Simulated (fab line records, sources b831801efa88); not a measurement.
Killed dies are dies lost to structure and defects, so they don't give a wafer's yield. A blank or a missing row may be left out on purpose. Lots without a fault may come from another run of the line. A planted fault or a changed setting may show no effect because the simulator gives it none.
Problem report in the 8D (eight disciplines) form, filled by code | flow gf180mcu | the parts of the form that need people (team, actions taken, sign-off) are left out

1. THE PROBLEM
rf_fwd_power_W at GF_MIM_METAL_ETCH_19 reads a mean of 662 W on 6 wafers of 2 lots; wafers without a fault read 792 W with a standard deviation of 3.7. That is -35 standard deviations from the usual mean.
The step: etches the open film in Cl2/BCl3, stops on Si3N4, target depth 324.5 nm, time 54.1 s.
First seen on wafer L189.1, day 30 23:40, on rie_metal-03. The record holds 36 wafers of 12 lots with a number at this step. Rule for "out", or "out of limits": more than 4 standard deviations from the usual mean. The other wafers with a number count as sound.

2. WHAT IT IS AND WHAT IT IS NOT
question                    | is                     | is not
which readings at this step | rf_fwd_power_W         | bcl3_flow_sccm, drypump_motor_current_A
which lots                  | L189, L191             | L171, L173, L174, L176, L178, L179, L181, L182, L184, L187
which wafers of those lots  | all that have a number | -
read on which tools         | rie_metal-03           | rie_metal-02, rie_metal-04
when                        | from day 30 23:40      | up to then (30 sound wafers)

3. SUSPECTS, AND WHAT RULES EACH OUT
Counting: a tool at a process step up to the reading stays a suspect if it ran every lot that is out and no sound lot after the first of them.
- rie_metal-03 at GF_MIM_METAL_ETCH_19 (etches the open film in Cl2/BCl3, stops on Si3N4, target depth 324.5 nm, time 54.1 s): kept. It ran every lot that is out, first L189 (day 30 23:40), and no sound lot after that; its last sound lot up to then is L182 (day 29 03:19). Its own readings are out on those wafers: rf_fwd_power_W.
Left after counting: rie_metal-03 at GF_MIM_METAL_ETCH_19.

4. THE CAUSE (what the simulator had put in)
Process parameter drift: rie_metal-03, from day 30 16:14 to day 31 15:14, at GF_MIM_METAL_ETCH_19. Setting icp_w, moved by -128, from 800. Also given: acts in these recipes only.
Counting left only this tool.

5. THE CHAIN OF EFFECTS, in route order
Each row: a reading whose mean over the struck wafers that have a number lies more than 3 standard deviations from the usual. Only readings for which the record gives a usual standard deviation are gone through. hours: the time from each lot's start at the first step in this table that gives one to its start at this step, as a median over the lots. sigmas: the change in usual standard deviations.
hours | step                    | reading                  | usual   | on struck wafers | change | sigmas
0     | GF_MIM_METAL_ETCH_19    | rf_fwd_power_W           | 792 W   | 662              | -130   | -35
0     | GF_MIM_STRIP_20         | strip_time_to_endpoint_s | 11.21 s | 11.40            | +0.19  | +4.8
72    | GF_PASSIVATION_PROBE_99 | defect_limited_yield     | 90.3 %  | 0.6              | -89.7  | -64
72    | GF_PASSIVATION_PROBE_99 | killed_at_other          | 0.1     | 442.3            | +442.2 | +99 or more
72    | GF_PASSIVATION_PROBE_99 | killed_dies              | 48      | 489              | +441   | +63
72    | GF_PASSIVATION_PROBE_99 | killed_on_rim            | 9.1     | 95.5             | +86.4  | +30
72    | GF_PASSIVATION_PROBE_99 | sort_bin_3_pad_short     | 0.4 %   | 90.5             | +90.0  | +99 or more
72    | GF_PASSIVATION_PROBE_99 | sort_n_pass              | 444     | 3                | -441   | -63
72    | GF_PASSIVATION_PROBE_99 | sort_yield_pct           | 90.3 %  | 0.6              | -89.7  | -64
The process steps in it:
- GF_MIM_METAL_ETCH_19: etches the open film in Cl2/BCl3, stops on Si3N4, target depth 324.5 nm, time 54.1 s.
- GF_MIM_STRIP_20: strips in O2/N2.
- GF_PASSIVATION_PROBE_99

6. WHAT WOULD HAVE CAUGHT IT SOONER
In this record the first reading out of limits was taken at day 30 23:40, 7 hours after the fault began at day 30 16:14.
